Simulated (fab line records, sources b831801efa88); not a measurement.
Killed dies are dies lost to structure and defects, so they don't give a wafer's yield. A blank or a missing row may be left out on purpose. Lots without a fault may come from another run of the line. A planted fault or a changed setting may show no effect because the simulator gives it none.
Which tool did it? | flow sky130 | 12 lots, 34 wafers sampled, at 3 steps of a route of 708

WHAT THE GAUGES READ, wafer by wafer
The record holds no reading of a measuring or inspecting step that can be judged against a usual standard deviation.

WHICH TOOL RAN EACH LOT (tool, then ch and the chambers of the sampled wafers, then the start)
lot  | SKY_CAPM_METAL_ETCH_13            | SKY_CAPM_STRIP_14                    | SKY_PAD_OPEN_PROBE_99
L143 | rie_metal-04 ch 1, day 37 10:05   | plasma_asher-03 ch 0,1, day 37 10:15 | -
L144 | rie_metal-03 ch 0,1, day 37 12:12 | plasma_asher-01 ch 0,1, day 37 12:17 | prober-01, day 45 20:25
L145 | rie_metal-01 ch 1, day 37 20:41   | plasma_asher-04 ch 0,1, day 37 20:46 | -
L146 | rie_metal-01 ch 0,1, day 38 00:29 | plasma_asher-04 ch 0,1, day 38 00:34 | -
L147 | rie_metal-04 ch 0,1, day 38 14:17 | plasma_asher-04 ch 0,1, day 38 14:22 | -
L148 | rie_metal-03 ch 0,1, day 38 23:26 | plasma_asher-01 ch 0,1, day 38 23:31 | -
L154 | rie_metal-03 ch 0,1, day 40 20:38 | plasma_asher-03 ch 0, day 40 20:43   | prober-01, day 48 14:37
L155 | rie_metal-03 ch 0,1, day 41 02:53 | plasma_asher-03 ch 0, day 41 02:58   | prober-02, day 48 16:43
L159 | rie_metal-04 ch 0,1, day 42 11:34 | plasma_asher-04 ch 0,1, day 42 11:40 | prober-02, day 49 19:22
L163 | rie_metal-01 ch 0,1, day 43 01:53 | plasma_asher-03 ch 0,1, day 43 01:58 | -
L162 | rie_metal-01 ch 0, day 43 05:32   | plasma_asher-03 ch 1, day 43 05:37   | -
L165 | rie_metal-04 ch 1, day 43 21:29   | plasma_asher-03 ch 0,1, day 43 21:38 | prober-02, day 50 18:11
- SKY_CAPM_METAL_ETCH_13: etches TiN in Cl2/BCl3, stops on SiO2, target depth 220 nm, time 62.9 s.
- SKY_CAPM_STRIP_14: strips in O2/N2.
- SKY_PAD_OPEN_PROBE_99

WHAT THE TOOLS THEMSELVES READ (means of the sampled wafers that have a number; where no wafer has one, the mark that the record gives instead)
SKY_CAPM_METAL_ETCH_13. Usual: drypump_motor_current_A 5.75 A, standard deviation 0.21; oes_product_au 0.940 a.u., standard deviation 0.0085; throttle_valve_pct 21.903 %, standard deviation 0.01.
lot  | tool         | drypump_motor_current_A (A) | oes_product_au (a.u.) | throttle_valve_pct (%) | flag
L143 | rie_metal-04 | 5.67                        | 0.939                 | 21.905                 |
L144 | rie_metal-03 | 5.64                        | 0.940                 | 21.902                 |
L145 | rie_metal-01 | 5.68                        | 0.938                 | 21.915                 |
L146 | rie_metal-01 | 5.79                        | 0.938                 | 21.909                 |
L147 | rie_metal-04 | 5.96                        | 0.940                 | 21.903                 |
L148 | rie_metal-03 | 5.81                        | 0.939                 | 21.900                 |
L154 | rie_metal-03 | 5.70                        | 0.911                 | 21.927                 | OFF
L155 | rie_metal-03 | 5.70                        | 0.911                 | 21.918                 | OFF
L159 | rie_metal-04 | 5.82                        | 0.938                 | 21.903                 |
L163 | rie_metal-01 | 5.91                        | 0.950                 | 21.891                 |
L162 | rie_metal-01 | 6.01                        | 0.934                 | 21.910                 |
L165 | rie_metal-04 | 5.68                        | 0.942                 | 21.910                 |

SKY_CAPM_STRIP_14. Usual: drypump_motor_current_A 6.15 A, standard deviation 0.18; oes_product_au 0.710 a.u., standard deviation 0.0043; strip_time_to_endpoint_s 12.64 s, standard deviation 0.045.
lot  | tool            | drypump_motor_current_A (A) | oes_product_au (a.u.) | strip_time_to_endpoint_s (s) | flag
L143 | plasma_asher-03 | 6.07                        | 0.711                 | 12.67                        |
L144 | plasma_asher-01 | 6.00                        | 0.708                 | 12.72                        |
L145 | plasma_asher-04 | 6.29                        | 0.712                 | 12.63                        |
L146 | plasma_asher-04 | 6.26                        | 0.713                 | 12.60                        |
L147 | plasma_asher-04 | 6.30                        | 0.706                 | 12.63                        |
L148 | plasma_asher-01 | 6.00                        | 0.714                 | 12.64                        |
L154 | plasma_asher-03 | 5.95                        | 0.711                 | 12.79                        | OFF
L155 | plasma_asher-03 | 5.99                        | 0.713                 | 12.72                        |
L159 | plasma_asher-04 | 6.27                        | 0.707                 | 12.64                        |
L163 | plasma_asher-03 | 6.09                        | 0.708                 | 12.64                        |
L162 | plasma_asher-03 | 6.17                        | 0.712                 | 12.64                        |
L165 | plasma_asher-03 | 6.05                        | 0.715                 | 12.72                        |

SKY_PAD_OPEN_PROBE_99. Usual: defect_limited_yield 82.7 %, standard deviation 1.8; killed_at_M0_to_M3 44, standard deviation 6.8; killed_at_M4_up 3.2, standard deviation 1.7; killed_at_contacts 24, standard deviation 4.9; killed_at_front_end 14, standard deviation 4.1; killed_at_other 0.2, standard deviation 0.51; killed_dies 85, standard deviation 8.7; killed_on_rim 16, standard deviation 4; killed_open 46, standard deviation 6.8; killed_short 39, standard deviation 6.1; sort_bin_3_pad_short 0.9 %, standard deviation 0.43; sort_bin_5_function 10.1 %, standard deviation 1.4; sort_bin_6_memory 6.3 %, standard deviation 1.1; sort_n_pass 407, standard deviation 8.7; sort_yield_pct 82.7 %, standard deviation 1.8.
lot  | tool      | defect_limited_yield (%) | killed_at_M0_to_M3 | killed_at_M4_up | killed_at_contacts | killed_at_front_end | killed_at_other | killed_dies | killed_on_rim | killed_open | killed_short | sort_bin_3_pad_short (%) | sort_bin_5_function (%) | sort_bin_6_memory (%) | sort_n_pass | sort_yield_pct (%) | flag
L144 | prober-01 | 81.9                     | 47                 | 3.0             | 23                 | 15                  | 0.7             | 89          | 16            | 53          | 36           | 0.7                      | 10.9                    | 6.5                   | 403         | 81.9               |
L154 | prober-01 | 41.9                     | 46                 | 2.0             | 23                 | 11                  | 204.0           | 286         | 54            | 44          | 38           | 42.1                     | 10.1                    | 5.9                   | 206         | 41.9               | OFF
L155 | prober-02 | 41.8                     | 46                 | 4.0             | 25                 | 13                  | 199.0           | 286         | 58            | 49          | 39           | 41.2                     | 10.7                    | 6.3                   | 206         | 41.8               | OFF
L159 | prober-02 | 84.9                     | 34                 | 4.0             | 18                 | 19                  | 0.0             | 74          | 18            | 36          | 38           | 1.0                      | 8.8                     | 5.3                   | 418         | 84.9               |
L165 | prober-02 | 82.5                     | 46                 | 3.3             | 25                 | 12                  | 0.0             | 86          | 19            | 48          | 38           | 0.7                      | 10.5                    | 6.2                   | 406         | 82.5               |

THE ANSWER, worked out from the rows above alone
Rule: a lot is off if the mean of its wafers that have a number lies more than 3 standard deviations from the usual mean. A lot without any number at a reading at which 4 lots or more have one is off too. The other lots that the step has rows for count as sound. The gauges are gone through in route order, then the tools' own readings, and for those a lot's mean is taken as printed above. The first step at which some lot is off is used, and at that step the reading that is off furthest; a lot without a number counts as furthest.
Off: L154, L155, at SKY_CAPM_METAL_ETCH_13 (oes_product_au).
A tool fits if, at that step or a process step before it, it ran every lot that is off, and no sound lot after the first of them. One fits: rie_metal-03 at SKY_CAPM_METAL_ETCH_13. Its last sound lot is L148 (day 38 23:26), its first lot that is off L154 (day 40 20:38): a fault that began between those two fits.
The tool's own readings at SKY_CAPM_METAL_ETCH_13 bear it out: on the lots that are off they differ by more than 5 times the standard deviation of the sound lots' means. oes_product_au reads 0.911 a.u. there against 0.940 a.u. on the sound lots.

WHAT THE SIMULATOR HAD PUT IN
Process parameter drift: rie_metal-03, from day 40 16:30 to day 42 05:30, at SKY_CAPM_METAL_ETCH_13. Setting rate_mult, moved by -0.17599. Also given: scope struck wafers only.
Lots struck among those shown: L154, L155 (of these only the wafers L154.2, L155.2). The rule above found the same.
